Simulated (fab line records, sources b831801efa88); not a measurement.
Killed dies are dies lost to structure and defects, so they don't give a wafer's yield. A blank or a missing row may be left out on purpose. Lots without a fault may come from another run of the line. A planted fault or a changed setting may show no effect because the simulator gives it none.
Chamber matching | flow sfq_line | SFQ_TRILAYER_I7_CMP_CMP_184 on cmp-01: 4 sister chambers
The step polishes SiO2. 8 wafers are shown with their chamber, then 7 later ones without.

WAFERS WITH THEIR CHAMBER
wafer  | chamber | motor_current_A (A) | time_to_endpoint_s (s)
L374.6 | 2       | 9.8                 | 226
L377.1 | 3       | 10.2                | 208
L377.5 | 1       | 9.1                 | 215
L384.1 | 2       | 9.9                 | 209
L384.5 | 0       | 8.2                 | 217
L384.6 | 1       | 9.0                 | 215
L389.1 | 3       | 10.0                | 208
L389.5 | 0       | 7.6                 | 202

WAFERS WITHOUT THEIR CHAMBER
wafer  | motor_current_A (A) | time_to_endpoint_s (s)
L389.6 | 8.9                 | 217
L392.2 | 8.7                 | 206
L392.4 | 10.3                | 213
L392.5 | 9.4                 | 220
L393.2 | 9.6                 | 209
L393.4 | 10.4                | 214
L393.5 | 8.7                 | 217

WHICH CHAMBER EACH WENT THROUGH
wafer  | from the rows above          | in truth
L389.6 | 1                            | 1
L392.2 | can't be placed: 1 or 0      | 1
L392.4 | can't be placed: 3 or 2      | 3
L392.5 | can't be placed: 1 or 2 or 3 | 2
L393.2 | can't be placed: 2 or 3 or 1 | 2
L393.4 | can't be placed: 3 or 2      | 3
L393.5 | 1                            | 1
Placed correctly: 2 of 7. Can't be placed from these rows: 5 (the true chamber is among the candidates in 5). Placed wrongly: 0.
How it was worked out, from the rows above alone: a wafer's distance from a chamber is the root of the sum, over the readings, of the square of ((its reading less the chamber's mean) divided by the reading's scatter). The wafer belongs to the nearest chamber; if the next one is less than 2 further off, it can't be placed. A chamber's mean is the mean of its shown wafers. The scatter: the root of (the sum of the squares of (reading less its chamber's mean) over the shown wafers, divided by (wafers less chambers)).
